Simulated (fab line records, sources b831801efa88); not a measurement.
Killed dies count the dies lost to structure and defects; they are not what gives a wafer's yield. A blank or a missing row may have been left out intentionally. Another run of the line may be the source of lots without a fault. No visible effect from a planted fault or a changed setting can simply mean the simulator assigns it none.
Which tool is to blame? -- flow sky130 -- Sampling: 6 lots, 18 wafers, 3 of 708 route steps

## WHAT EACH GAUGE READ, for each wafer
SKY_VT_ADJUST_NCORE_TW_MEAS_11.
lot,measured,on,VT_ADJUST_NCORE_TW
L426,day 8 21:21,film metro-03,217.8 217.4 217.2
L428,day 9 08:36,film metro-01,221.5 221.4 221.1
L432,day 10 15:47,film metro-04,219.3 220.3 220.2
L434,day 11 06:05,film metro-03,219.0 218.1 217.8
L440,day 12 22:01,film metro-03,229.6 229.4 230.7 229.2 229.8 230.1
L448,day 15 09:54,film metro-01,219.8 220.9 221.0

## WHICH TOOL RAN EACH LOT (tool, then ch and the chambers of the sampled wafers, then the start)
lot,SKY_VT_ADJUST_LVTN_STRIP_09,SKY_VT_ADJUST_NCORE_IMPLANT_09
L426,"plasma asher-04 ch 0,1, day 7 03:56","implanter-03 ch 0, day 8 21:07"
L428,"plasma asher-04 ch 0,1, day 7 14:14","implanter-04 ch 0, day 9 08:21"
L432,"plasma asher-04 ch 0, day 8 19:49","implanter-02 ch 0, day 10 15:32"
L434,"plasma asher-01 ch 0,1, day 9 08:56","implanter-02 ch 0, day 11 05:50"
L440,"plasma asher-04 ch 0,1, day 10 22:23","implanter-04 ch 0, day 12 21:49"
L448,"plasma asher-02 ch 0,1, day 13 04:59","implanter-03 ch 0, day 15 09:39"
- SKY_VT_ADJUST_LVTN_STRIP_09: strips in O2/N2.
- SKY_VT_ADJUST_NCORE_IMPLANT_09

## THE ANSWER, worked out from the rows above alone
Rule: usual is defined by the lots themselves. The widest of any qualifying gaps counts: lots, ordered by their means at a reading, are off when they make up no more than a third of the lots, leave a main group of 4 or more, and stand apart from it by 3 or more times the standard deviation of that group's means. A main group whose means are all the same, to the digits that the tables above print for the reading, isn't used. Also off: a lot with no number at a reading for which 4 or more lots have one. All remaining lots with rows at the step are treated as sound.
Off: at SKY_VT_ADJUST_NCORE_TW_MEAS_11 (VT_ADJUST_NCORE_TW), L440. The main group has a mean of 219.5 with a standard deviation of 1.4.
A tool fits if, at a process step before that reading, it ran every lot that is off, and no sound lot after the first of them. Gauges at SKY_VT_ADJUST_NCORE_TW_MEAS_11: tried the same way as those tools. Can't be told from this: 3 tools fit, plasma asher-04 at SKY_VT_ADJUST_LVTN_STRIP_09, implanter-04 at SKY_VT_ADJUST_NCORE_IMPLANT_09, film metro-03 at SKY_VT_ADJUST_NCORE_TW_MEAS_11.

## WHAT HAD BEEN PUT IN BY THE SIMULATOR
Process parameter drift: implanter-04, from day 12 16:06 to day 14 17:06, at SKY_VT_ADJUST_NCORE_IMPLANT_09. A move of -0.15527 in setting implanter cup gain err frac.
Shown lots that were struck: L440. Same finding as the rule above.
